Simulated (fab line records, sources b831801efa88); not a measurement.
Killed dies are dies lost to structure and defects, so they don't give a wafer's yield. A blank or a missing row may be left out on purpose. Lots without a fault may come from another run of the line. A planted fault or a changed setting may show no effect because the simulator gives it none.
fab line records | flow sky130
record lots=6 wafers=18 last_day=51
route steps=708 shown METAL3@566 VIA3@573 PAD_OPEN@708
lots that met no fault: from a run of the same line without faults
start_h: hours from the record's first day to the start of the lot's first wafer shown | wait_h: hours since the lot's step before | " the same as in the row above | L1.1+2: a row that stands for several wafers | - no value, or no start given | * or withheld: withheld | < > ~ a bound
route shown NAME@n: a module of which the file shows steps, and the number in the route of the first | usual: mean/standard deviation of fault-free wafers | same: alike in all rows | chamber/n: place in a boat | sites: the reading at each site | _std_site: their standard deviation | _edge_site: outer sites' mean less inner sites' | radius_mm: how far each site lies from the wafer's centre | mask NAME#n: copy n | behind: the tool/chamber that last shaped the wafer | hold: why the lot was held/for how many hours/how that ended | device: the transistor (n, p or np) that didn't switch | end of line: the same wafers' tests at the end of the route | a step without rows: its recipe alone | killed: dies lost to structure and defects at the first sort, not the wafer's yield | map: a wafer's dies, x killed, . not, _ none there
set.NAME: the setting as run; set.NAME@STEP: as run at that earlier step | model.NAME: the simulator's own value behind a step, which no gauge read
lots at some steps of the route; a table a step, a row a wafer
services: from which hour (start_h, from the record's first day; less than 0 if before it) a tool's chamber was out of use, for how many hours, and why
## steps
# step SKY_METAL3_ETCH_16
# recipe chemistry=N2/H2 target=BARC ion_energy_ev=200 bias_w=100 pressure_mtorr=30 n2_flow_sccm=100 h2_flow_sccm=200 icp_w=500 stop_on=SiO2 time_s=88.2 target_depth_a=600
# usual drypump_motor_current_A=5.9/0.43 n2_flow_sccm=100.0/0.31 oes_product_au=0.626/0.0046 throttle_valve_pct=13.205/0.009
# same time_s=88.2
# columns lot.wafer tool chamber start_h wait_h drypump_motor_current_A n2_flow_sccm oes_product_au rf_hours_counter_h throttle_valve_pct
L819.2 rie_metal-02 0 927.17 0.0 5.6 99.9 0.615 7 13.213
L819.3 " 1 " " 6.2 100.2 0.628 - 13.210
L819.5 " 1 " " 6.2 100.7 0.622 - 13.191
L826.1 rie_metal-04 1 1064.65 0.1 6.2 100.2 0.629 13 13.205
L826.3 " 1 " " 6.2 100.2 0.629 - 13.196
L826.4 " 1 " " 6.2 100.1 0.624 - 13.205
L834.3 rie_metal-03 1 1067.26 0.0 6.0 99.9 0.619 - 13.199
L834.4 " 0 " " 5.9 99.5 0.628 - 13.210
L834.6 " 0 " " 6.0 99.8 0.622 - 13.217
L833.1 rie_metal-02 0 1072.52 0.0 5.7 100.7 0.636 16 13.208
L833.4 " 0 " " 5.7 100.3 0.628 - 13.220
L833.6 " 0 " " 5.7 100.6 0.622 - 13.215
L835.1 rie_metal-03 0 1073.93 0.0 5.9 99.5 0.614 7 13.196
L835.3 " 0 " " 5.9 99.7 0.619 - 13.206
L835.6 " 0 " " 5.9 99.7 0.620 - 13.199
L836.3 rie_metal-03 1 1074.31 0.0 6.0 100.0 0.624 - 13.208
L836.4 " 0 " " 5.9 99.6 0.624 - 13.206
L836.5 " 1 " " 6.0 100.1 0.624 - 13.194
# step SKY_METAL3_ETCH_17
# recipe target=SiO2 stop_on=TiN chemistry=C4F8/O2/Ar source_w=1500 bias_w=1200 pressure_mtorr=40 c4f8_flow_sccm=withheld O2_flow_sccm=6 Ar_flow_sccm=300 time_s=3.9 target_depth_a=150
# usual oes_product_au=0.756/0.0081
# same time_s=3.9
# columns lot.wafer tool chamber start_h wait_h oes_product_au rf_hours_counter_h
L819.2 rie_diel-04 0 927.27 0.1 0.748 15
L819.3 " 3 " " 0.761 16
L819.5 " 3 " " 0.755 -
L826.1 rie_diel-01 1 1064.85 0.2 0.749 23
L826.3 " 0 " " 0.755 17
L826.4 " 3 " " 0.768 11
L834.3 rie_diel-04 2 1067.32 0.0 0.758 25
L834.4 " 1 " " 0.763 15
L834.6 " 3 " " 0.764 -
L833.1 rie_diel-02 0 1072.62 0.1 0.753 17
L833.4 " 2 " " 0.758 -
L833.6 " 0 " " 0.771 -
L835.1 rie_diel-02 3 1074.02 0.1 0.745 8
L835.3 " 2 " " 0.752 22
L835.6 " 3 " " 0.747 -
L836.3 rie_diel-04 1 1074.37 0.0 0.762 15
L836.4 " 2 " " 0.761 25
L836.5 " 2 " " 0.758 -
# step SKY_METAL3_METAL_ETCH_18
# recipe target_depth_a=8450 stop_on=SiO2 over_etch_frac=0.3 time_s=183.1 chemistry=Cl2/BCl3 resist_sidewall_deg=88 pressure_mtorr=10 icp_w=900 bias_w=48.5 Cl2_flow_sccm=60 bcl3_flow_sccm=30
# usual drypump_motor_current_A=5.8/0.53 oes_product_au=0.864/0.0067 throttle_valve_pct=22.264/0.01
# same time_s=183.1
# columns lot.wafer tool chamber start_h wait_h drypump_motor_current_A oes_product_au rf_hours_counter_h throttle_valve_pct
L819.2 rie_metal-04 1 927.29 0.0 6.2 0.861 6 22.254
L819.3 " 1 " " 6.2 0.862 - 22.255
L819.5 " 0 " " 4.6 0.863 - 22.259
L826.1 rie_metal-03 1 1064.87 0.0 6.0 0.874 19 22.265
L826.3 " 1 " " 6.0 0.866 - 22.275
L826.4 " 0 " " 5.9 0.868 - 22.245
L834.3 rie_metal-04 1 1067.46 0.1 6.2 0.870 - 22.254
L834.4 " 1 " " 6.2 0.864 - 22.279
L834.6 " 1 " " 6.2 0.864 - 22.263
L833.1 rie_metal-03 1 1072.64 0.0 6.0 0.880 20 22.257
L833.4 " 0 " " 5.9 0.868 - 22.255
L833.6 " 1 " " 6.0 0.876 - 22.264
L835.1 rie_metal-04 1 1074.04 0.0 6.1 0.863 15 22.264
L835.3 " 0 " " 4.6 0.846 - 22.268
L835.6 " 1 " " 6.2 0.862 - 22.246
L836.3 rie_metal-04 0 1074.45 0.1 4.6 0.864 - 22.250
L836.4 " 1 " " 6.2 0.860 - 22.260
L836.5 " 1 " " 6.1 0.859 - 22.280
# step SKY_METAL3_STRIP_19
# recipe chemistry=O2/N2 power_w=1400 pressure_mtorr=1500 platen_temp_c=withheld o2_flow_sccm=3000 n2_flow_sccm=300 overash_fraction=0.5
# usual drypump_motor_current_A=5.62/0.19 n2_flow_sccm=300.0/0.91 oes_product_au=0.504/0.0065 strip_time_to_endpoint_s=6.58/0.095
# columns lot.wafer tool chamber start_h wait_h drypump_motor_current_A n2_flow_sccm oes_product_au rf_hours_counter_h strip_time_to_endpoint_s
L819.2 plasma_asher-03 1 927.47 0.1 5.53 298.5 0.501 111 6.52
L819.3 " 1 " " 5.50 300.7 0.507 - 6.58
L819.5 " 0 " " 5.95 300.5 0.501 - 6.48
L826.1 plasma_asher-04 1 1065.04 0.1 5.65 299.5 0.517 29 6.78
L826.3 " 1 " " 5.66 299.7 0.510 - 6.76
L826.4 " 0 " " 5.75 301.9 0.496 - 6.52
L834.3 plasma_asher-03 0 1067.73 0.2 5.93 300.0 0.513 - 6.61
L834.4 " 1 " " 5.45 300.3 0.513 - 6.60
L834.6 " 1 " " 5.47 300.5 0.506 - 6.58
L833.1 plasma_asher-02 0 1072.81 0.1 5.60 301.2 0.511 65 6.76
L833.4 " 1 " " 5.31 300.1 0.494 - 6.50
L833.6 " 1 " " 5.31 299.5 0.506 - 6.72
L835.1 plasma_asher-04 1 1074.22 0.1 5.65 299.2 0.512 30 6.65
L835.3 " 0 " " 5.76 298.2 0.502 - 6.52
L835.6 " 1 " " 5.63 300.7 0.513 - 6.62
L836.3 plasma_asher-02 0 1074.60 0.1 5.59 299.3 0.503 - 6.63
L836.4 " 1 " " 5.32 299.9 0.510 - 6.68
L836.5 " 1 " " 5.31 299.8 0.512 - 6.72
# step SKY_METAL3_STRIP_20
# recipe chemistry=post_etch_residue_remover time_s=1200 temp_c=72.5
# step SKY_METAL3_CLEAN_21
# recipe chemistry=IPA time_s=180 temp_c=25
# step SKY_METAL3_CLEAN_22
# recipe chemistry=O3/DIW dry=n2_spin
# step SKY_VIA3_HDPCVD_00
# recipe material=SiO2 target_thk_nm=1635 sigma_open_frac=0.3 time_s=272.5 temp_c=400 sih4_flow_sccm=60 pressure_mtorr=6
# step SKY_VIA3_THK_MEAS_01
# recipe reads=SiO2_of_VIA3_HDPCVD_00
# usual VIA3_HDPCVD_THK=1635/18
# columns lot.wafer tool chamber start_h wait_h VIA3_HDPCVD_THK[nm]
L819.2 film_metro-04 - 928.29 0.1 1618
L819.3 " - " " 1627
L819.5 " - " " 1655
L826.1 film_metro-03 - 1065.80 0.1 1627
L826.3 " - " " 1632
L826.4 " - " " 1631
L834.3 film_metro-04 - 1068.49 0.1 1658
L834.4 " - " " 1653
L834.6 " - " " 1668
L833.1 film_metro-04 - 1073.58 0.1 1648
L833.4 " - " " 1617
L833.6 " - " " 1652
L835.1 film_metro-04 - 1075.03 0.1 1652
L835.3 " - " " 1626
L835.6 " - " " 1647
L836.3 film_metro-02 - 1075.36 0.1 1618
L836.4 " - " " 1601
L836.5 " - " " 1634
# step SKY_VIA3_CMP_02
# recipe material=SiO2 down_force_psi=4 platen_rpm=60 pad_velocity_m_s=0.94248
# usual motor_current_A=12.0/1.7
# columns lot.wafer tool chamber start_h wait_h motor_current_A
L819.2 cmp-02 1 928.74 0.4 10.8
L819.3 " 2 " " 15.9
L819.5 " 0 " " 11.4
L826.3 cmp-02 2 1065.86 0.0 16.2
L826.4 " 3 " " 9.5
L826.1 " 0 " " 10.9
L834.3 cmp-01 1 1068.58 0.1 12.8
L834.4 " 3 " " 14.3
L834.6 " 0 " " 10.4
L833.1 cmp-02 2 1073.85 0.3 14.0
L833.4 " 1 " " 10.9
L833.6 " 2 " " 15.5
L835.3 cmp-02 0 1075.40 0.3 11.5
L835.1 " 2 " " 14.5
L835.6 " 3 " " 10.0
L836.3 cmp-02 3 1075.95 0.6 9.8
L836.4 " 1 " " 11.5
L836.5 " 0 " " 11.3
# step SKY_VIA3_BOW_MEAS_03
# recipe mode=bow
# usual VIA3_BOW=81/7.4
# columns lot.wafer tool chamber start_h wait_h VIA3_BOW[um]
L819.2 film_metro-03 - 929.04 0.3 79
L819.3 " - " " 84
L819.5 " - " " 82
L826.1 film_metro-04 - 1066.16 0.1 73
L826.3 " - " " 71
L826.4 " - " " 72
L834.3 film_metro-03 - 1068.87 0.2 71
L834.4 " - " " 72
L834.6 " - " " 77
L833.1 film_metro-03 - 1074.15 0.2 84
L833.4 " - " " 68
L833.6 " - " " 70
L835.1 film_metro-02 - 1075.65 0.1 74
L835.3 " - " " 92
L835.6 " - " " 88
L836.3 film_metro-04 - 1076.29 0.3 67
L836.4 " - " " 81
L836.5 " - " " 79
# step SKY_VIA3_DEHYDRATE_04
# recipe temp_c=200 time_s=60
# step SKY_VIA3_HMDS_05
# recipe prime_time_s=60 prime_temp_c=120
# usual chill_plate_temp_C=22.96/0.11 prime_temp_c=120.01/0.12
# columns lot.wafer tool chamber start_h wait_h chill_plate_temp_C prime_temp_c
L819.2 litho_track-04 0 942.26 0.1 23.10 119.93
L819.3 " 0 " " 23.08 120.17
L819.5 " 0 " " 23.06 120.03
L826.1 litho_track-03 0 1077.09 0.1 23.02 120.13
L826.3 " 0 " " 23.01 119.95
L826.4 " 0 " " 22.86 120.10
L834.3 litho_track-03 0 1079.54 0.1 22.79 121.18
L834.4 " 0 " " 22.85 121.38
L834.6 " 0 " " 22.85 121.51
L833.1 litho_track-01 0 1083.83 0.1 22.99 119.82
L833.4 " 0 " " 22.93 119.90
L833.6 " 0 " " 22.93 120.04
L835.1 litho_track-03 0 1085.69 0.1 23.04 121.70
L835.3 " 0 " " 22.86 121.67
L835.6 " 0 " " 22.95 121.67
L836.3 litho_track-01 0 1086.93 0.1 23.02 119.94
L836.4 " 0 " " 23.02 120.05
L836.5 " 0 " " 22.99 119.90
# step SKY_VIA3_COAT_06
# recipe resist=BARC temp_c=withheld time_s=withheld spin_rpm=3000 resist_thk_nm=60
# step SKY_PAD_OPEN_PROBE_99
# usual defect_limited_yield=82.5/2 killed_at_M0_to_M3=42/7.3 killed_at_M4_up=3.4/2 killed_at_contacts=24/5.6 killed_at_front_end=16/4.5 killed_at_other=0.2/0.51 killed_dies=86/9.8 killed_open=46/7 killed_short=40/6.7 sort_bin_3_pad_short=0.9/0.42 sort_bin_5_function=10.3/1.5 sort_bin_6_memory=6.3/1.3 sort_n_pass=406/9.8 sort_yield_pct=82.5/2
# same gross_dies=492 killed_at_back_side=0 sort_bin_4_leakage[%]=0 sort_bin_8_speed[%]=0
# columns lot.wafer tool chamber start_h wait_h defect_limited_yield[%] killed_at_M0_to_M3 killed_at_M4_up killed_at_contacts killed_at_front_end killed_at_other killed_dies killed_open killed_short sort_bin_3_pad_short[%] sort_bin_5_function[%] sort_bin_6_memory[%] sort_n_pass sort_yield_pct[%]
L819.2 prober-02 - 1105.42 0.1 83.7 34 1 22 23 0 80 44 35 0.8 11.0 4.5 412 83.7
L819.3 prober-02 - 1105.47 0.2 79.9 52 2 24 21 0 99 53 46 1.4 12.8 5.9 393 79.9
L819.5 prober-02 - 1105.57 0.2 81.1 45 5 29 14 0 93 55 38 1.2 10.8 6.9 399 81.1
L826.1 prober-02 - 1211.51 0.1 79.9 46 1 27 25 0 99 60 39 0.4 10.2 9.6 393 79.9
L826.3 prober-02 - 1211.61 0.2 80.1 51 2 34 11 0 98 53 45 1.0 10.8 8.1 394 80.1
L826.4 prober-02 - 1211.66 0.2 77.0 55 5 32 21 0 113 73 40 0.8 12.4 9.8 379 77.0
L834.3 prober-01 - 1213.41 0.5 82.9 48 5 21 10 0 84 44 40 1.0 9.6 6.5 408 82.9
L834.4 prober-01 - 1213.46 0.5 85.0 45 0 12 17 0 74 32 42 0.8 10.6 3.7 418 85.0
L834.6 prober-01 - 1213.56 0.6 82.7 44 2 24 15 0 85 40 45 0.6 9.8 6.9 407 82.7
L833.1 prober-01 - 1215.40 0.1 80.7 42 6 27 20 0 95 53 42 1.2 10.6 7.5 397 80.7
L833.4 prober-01 - 1215.55 0.2 82.7 39 3 28 15 0 85 47 38 0.4 10.2 6.7 407 82.7
L833.6 prober-01 - 1215.65 0.2 81.5 41 3 31 16 0 91 43 46 1.4 9.6 7.5 401 81.5
L835.1 prober-01 - 1217.24 0.1 85.0 43 1 18 12 0 74 41 33 0.6 7.5 6.9 418 85.0
L835.3 prober-01 - 1217.34 0.2 84.1 46 3 22 7 0 78 39 39 1.0 9.1 5.7 414 84.1
L835.6 prober-01 - 1217.49 0.2 82.5 46 4 24 12 0 86 46 39 1.0 10.6 5.9 406 82.5
# killed by level:class
L819.2 CONTACT:geometric_particle:open=11 VIA1:geometric_particle:open=9 FIELD_ISO:geometric_particle:open=8 POLY_GATE:geometric_particle:short=5 VIA2:geometric_particle:open=5 LI_CONTACT:geometric_particle:short=4 CONTACT:geometric_particle:short=4 VIA3:geometric_particle:short=4
L819.3 VIA1:geometric_particle:open=10 CONTACT:geometric_particle:open=9 LI_CONTACT:geometric_particle:open=8 METAL1:geometric_particle:short=8 VIA1:geometric_particle:short=6 FIELD_ISO:geometric_particle:short=5 POLY_GATE:geometric_particle:open=5 VIA3:geometric_particle:open=5
L819.5 VIA1:geometric_particle:open=19 CONTACT:geometric_particle:open=13 CONTACT:geometric_particle:short=6 VIA1:geometric_particle:short=5 FIELD_ISO:geometric_particle:open=4 FIELD_ISO:geometric_particle:short=4 LI_CONTACT:geometric_particle:short=4 LI_CONTACT:geometric_particle:open=4
L826.1 VIA1:geometric_particle:open=14 CONTACT:geometric_particle:open=13 POLY_GATE:geometric_particle:open=10 FIELD_ISO:geometric_particle:short=7 LI_CONTACT:geometric_particle:open=7 VIA2:geometric_particle:open=7 VIA1:geometric_particle:short=5 POLY_GATE:geometric_particle:short=4
L826.3 VIA2:geometric_particle:open=14 CONTACT:geometric_particle:open=13 CONTACT:geometric_particle:short=11 VIA1:geometric_particle:open=10 LI_CONTACT:geometric_particle:open=6 VIA1:geometric_particle:short=5 METAL2:geometric_particle:short=5 VIA3:geometric_particle:short=4
L826.4 CONTACT:geometric_particle:open=16 VIA1:geometric_particle:open=16 FIELD_ISO:geometric_particle:open=9 VIA2:geometric_particle:open=9 LI_CONTACT:geometric_particle:open=8 METAL1:geometric_particle:short=6 POLY_GATE:geometric_particle:open=5 CONTACT:geometric_particle:short=5
L834.3 CONTACT:geometric_particle:open=11 VIA1:geometric_particle:open=10 VIA2:geometric_particle:open=9 METAL1:geometric_particle:short=7 METAL2:geometric_particle:short=5 VIA3:geometric_particle:open=5 FIELD_ISO:geometric_particle:short=4 LI_CONTACT:geometric_particle:open=4
L834.4 VIA1:geometric_particle:open=9 VIA3:geometric_particle:open=8 METAL1:geometric_particle:short=7 METAL2:geometric_particle:short=7 FIELD_ISO:geometric_particle:open=4 FIELD_ISO:geometric_particle:short=4 SPACER:geometric_particle:short=4 LI_CONTACT:geometric_particle:short=4
L834.6 VIA1:geometric_particle:open=11 CONTACT:geometric_particle:open=10 VIA1:geometric_particle:short=8 METAL1:geometric_particle:short=7 FIELD_ISO:geometric_particle:short=6 LI_CONTACT:geometric_particle:open=5 METAL2:geometric_particle:short=5 LOCAL_INTERCONNECT:geometric_particle:short=4
L833.1 CONTACT:geometric_particle:open=13 FIELD_ISO:geometric_particle:short=9 VIA3:geometric_particle:open=9 FIELD_ISO:geometric_particle:open=7 LI_CONTACT:geometric_particle:open=7 VIA1:geometric_particle:open=5 METAL2:geometric_particle:short=5 METAL1:geometric_particle:short=4
L833.4 LI_CONTACT:geometric_particle:open=11 CONTACT:geometric_particle:open=8 VIA3:geometric_particle:open=7 VIA2:geometric_particle:open=6 VIA1:geometric_particle:open=6 CONTACT:geometric_particle:short=5 VIA1:geometric_particle:short=5 METAL1:geometric_particle:short=3
L833.6 CONTACT:geometric_particle:short=9 LI_CONTACT:geometric_particle:open=9 CONTACT:geometric_particle:open=9 VIA2:geometric_particle:open=8 METAL2:geometric_particle:short=7 VIA3:geometric_particle:open=7 POLY_GATE:geometric_particle:short=6 VIA1:geometric_particle:open=4
L835.1 VIA3:geometric_particle:open=7 CONTACT:geometric_particle:open=7 METAL2:geometric_particle:short=7 VIA2:geometric_particle:open=7 VIA1:geometric_particle:open=5 METAL1:geometric_particle:short=4 METAL1:geometric_particle:open=4 VIA2:geometric_particle:short=4
L835.3 VIA2:geometric_particle:open=10 LI_CONTACT:geometric_particle:open=8 CONTACT:geometric_particle:open=8 METAL2:geometric_particle:short=8 VIA1:geometric_particle:open=6 VIA2:geometric_particle:short=5 METAL1:geometric_particle:short=4 VIA3:geometric_particle:open=4
L835.6 VIA1:geometric_particle:open=9 METAL1:geometric_particle:short=8 CONTACT:geometric_particle:open=7 VIA2:geometric_particle:open=7 LI_CONTACT:geometric_particle:open=6 VIA2:geometric_particle:short=6 VIA3:geometric_particle:open=5 LOCAL_INTERCONNECT:geometric_particle:short=4
## services
# columns tool chamber start_h hours kind
rie_diel-02 0 912.03 2.9 repair
plasma_asher-02 - 912.46 3.0 repair
rie_diel-04 1 926.97 3.1 repair
rie_diel-04 0 935.76 7.4 repair
rie_diel-04 2 936.33 6.2 repair
plasma_asher-04 - 938.07 0.9 repair
cmp-02 - 943.92 3.6 pm
rie_diel-04 3 952.28 4.5 repair
rie_diel-04 0 954.12 18.0 repair
rie_diel-02 2 977.89 4.7 repair
plasma_asher-04 - 981.82 1.2 repair
plasma_asher-03 - 982.67 2.8 pm
plasma_asher-04 - 998.39 1.5 repair
plasma_asher-02 - 1001.37 0.6 repair
rie_metal-03 - 1015.16 1.4 pm
rie_metal-02 1 1015.54 14.1 repair
rie_diel-02 3 1025.58 2.5 repair
rie_diel-02 1 1033.53 4.3 repair
rie_diel-02 1 1046.80 2.8 repair
plasma_asher-03 - 1055.27 9.0 pm
rie_diel-04 - 1059.80 1.0 repair
rie_metal-04 0 1062.89 6.8 repair
rie_diel-04 - 1081.89 0.8 repair
cmp-02 - 1084.00 4.0 pm
## key
first_sign step=SKY_VIA3_HMDS_05 reading=prime_temp_c direction=up sigmas=13 usual=* struck=*
effect none on later readings
met_at SKY_VIA3_HMDS_05
struck_wafers L834.3,L834.4,L834.6,L835.1,L835.3,L835.6
onset_between 1077.09 1079.54
fault kind=process_parameter_drift tool=litho_track-03 chamber=- onset_h=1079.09 steps=SKY_VIA3_HMDS_05 channel=prime_temp_c offset=* shape=step end_h=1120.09 acts_in=* stated=*
